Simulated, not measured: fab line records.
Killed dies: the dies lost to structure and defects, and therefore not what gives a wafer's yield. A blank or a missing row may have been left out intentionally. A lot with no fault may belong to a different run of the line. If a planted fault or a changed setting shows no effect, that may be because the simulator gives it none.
Which tool did it? | flow gf180mcu | 45 wafers sampled from 15 lots at 1 step of a route of 602

## WHAT THE GAUGES READ, wafer by wafer
GF_CONTACT_CD_MEAS_14 targets a cd of 220 nm. Usual: cd-nm at 220.5 nm, with a standard deviation of 1.6.
lot  | measured     | on        | cd-nm (nm)        | flag
L714 | day 16 08:16 | cd-sem-02 | 219.8 219.3 219.7 |
L715 | day 16 18:35 | cd-sem-01 | 219.3 220.3 219.9 |
L716 | day 16 21:38 | cd-sem-01 | 218.6 218.3 218.3 |
L717 | day 17 16:55 | cd-sem-01 | 222.4 221.2 220.3 |
L719 | day 18 02:40 | cd-sem-02 | 220.6 222.0 221.0 |
L720 | day 18 06:35 | cd-sem-01 | 220.1 221.6 221.8 |
L721 | day 19 04:07 | cd-sem-01 | 219.2 218.6 220.6 |
L722 | day 19 07:11 | cd-sem-02 | 222.1 222.1 222.5 |
L723 | day 19 20:23 | cd-sem-01 | 221.6 220.9 221.2 |
L724 | day 20 02:16 | cd-sem-01 | 221.4 222.5 222.4 |
L725 | day 20 14:55 | cd-sem-01 | 218.3 219.4 219.0 |
L732 | day 22 15:52 | cd-sem-01 | 223.1 222.7 223.3 |
L734 | day 23 07:34 | cd-sem-02 | 221.9 223.2 223.0 |
L735 | day 23 14:23 | cd-sem-02 | 221.8 221.1 221.9 |
L736 | day 23 21:04 | cd-sem-01 | 217.8 218.0 217.6 |

## EACH LOT AND THE TOOL THAT RAN IT (in order: tool; ch and the chambers of the sampled wafers; start)
Before these readings, the record contains no process step.

## AS READ BY THE TOOLS THEMSELVES (means over the sampled wafers that have a number; for cases with no such wafer, the mark the record gives instead)
The record holds no such reading with a usual standard deviation.

## THE ANSWER, worked out from the rows above alone
Rule: a lot is off if the mean of its wafers that have a number lies more than 3 standard deviations from the usual mean. Also off: a lot with no number at a reading for which 4 or more lots have one. The other lots that the step has rows for count as sound. Order of review: gauges by route order, followed by the tools' own readings, for which a lot's mean as printed above is used. At the first step where some lot is off, the reading lying furthest off is the one used; lots without a number count as furthest.
No lot is off at any reading shown: from this, nothing can be told.

## WHAT THE SIMULATOR PUT IN
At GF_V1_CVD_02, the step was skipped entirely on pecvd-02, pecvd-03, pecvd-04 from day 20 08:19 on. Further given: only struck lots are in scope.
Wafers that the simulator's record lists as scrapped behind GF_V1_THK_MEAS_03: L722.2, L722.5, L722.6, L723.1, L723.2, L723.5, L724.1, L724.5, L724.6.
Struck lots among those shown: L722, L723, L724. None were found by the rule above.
